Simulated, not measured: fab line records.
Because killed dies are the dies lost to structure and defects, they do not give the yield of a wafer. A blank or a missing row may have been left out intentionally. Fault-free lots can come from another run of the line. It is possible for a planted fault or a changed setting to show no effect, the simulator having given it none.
Comparing a struck lot with a sound one + flow gf180mcu + 15 out of 602 route steps
Sound: wafers L450.3, L450.4, L450.6. Struck: wafers L432.2, L432.3, L432.5. The cause is given at the end.
At each step with rows: each side's tool, then ch and its chambers, then its first start. Under that, the readings that differ: sound wafers + struck wafers + difference of the means + sigmas: that difference in standard deviations of wafers without a fault.
alike: a reading whose means differ by less than 2 such deviations, as well as words and numbers matching on both sides. not compared: withheld readings; readings where some wafer has no value; bounds like >300 that might hide an equal value; numbers whose values overlap and for which the record gives no deviation.
The two part at a step that has a row with sigmas, a row that says differs or no value, or rows on one side only. Non-overlapping numbers with no deviation appear without sigmas and do not part them. Lack of a reading on every wafer of one side parts them only where that side has two or more wafers.

first, 1 step without rows for these wafers: GF_MVSD_IMPLANT_09.
GF_MVSD_STRIP_10: strips in O2/N2.
  sound on plasma_asher-01 ch 0,1, day 9 22:44; struck on plasma_asher-03 ch 0,1, day 5 12:55
  alike: drypump_motor_current_A, heater_power_w, oes_product_au, strip_time_to_endpoint_s
  not compared: rf_hours_counter_h
GF_MVSD_TW_MEAS_11:
  sound on film_metro-03, day 9 22:49; struck on film_metro-03, day 5 13:02
  alike: MVSD_TW
then, 7 steps without rows for these wafers: GF_MVPSD_DEHYDRATE_00 (time 60 s); GF_MVPSD_HMDS_01 (prime time 60 s); GF_MVPSD_COAT_02 (resist thk 3000 nm); GF_MVPSD_SOFTBAKE_03; GF_MVPSD_EXPOSE_04 (exposes mask MVPSD, target cd 1000 nm); GF_MVPSD_PEB_05; GF_MVPSD_DEVELOP_06 (develop time 60 s).
GF_MVPSD_OVL_MEAS_07:
  sound on overlay-01, day 10 16:38; struck on overlay-02, day 6 03:21
  alike: MVPSD_OVL
next, for these wafers, 1 step has no rows: GF_MVPSD_IMPLANT_08.
GF_MVPSD_IMPLANT_09:
  sound on implanter-02 ch 0, day 10 16:52; struck on implanter-04 ch 0, day 6 03:33
| reading       | sound                     | struck                       | difference | sigmas |
|---------------|---------------------------|------------------------------|------------|--------|
| dose_ions_cm2 | 5.003e+12 5e+12 5.008e+12 | 4.91e+12 4.918e+12 4.926e+12 | -8.57e+10  | -16    |
GF_MVPSD_STRIP_10: strips in O2/N2.
  sound on plasma_asher-03 ch 0,1, day 10 17:00; struck on plasma_asher-02 ch 0,1, day 6 03:41
  alike: drypump_motor_current_A, heater_power_w, oes_product_au, strip_time_to_endpoint_s
  not compared: rf_hours_counter_h
GF_PASSIVATION_PROBE_99:
  the record has rows for the sound wafers here (prober-02, day 34 17:40) and none for the struck ones

## WHERE THEY PART
At GF_MVPSD_IMPLANT_09 first; at GF_PASSIVATION_PROBE_99 last (within this record only).

WHY: what had been put in by the simulator
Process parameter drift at GF_MVPSD_IMPLANT_09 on implanter-04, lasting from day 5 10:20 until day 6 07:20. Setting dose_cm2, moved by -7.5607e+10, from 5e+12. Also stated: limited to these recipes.
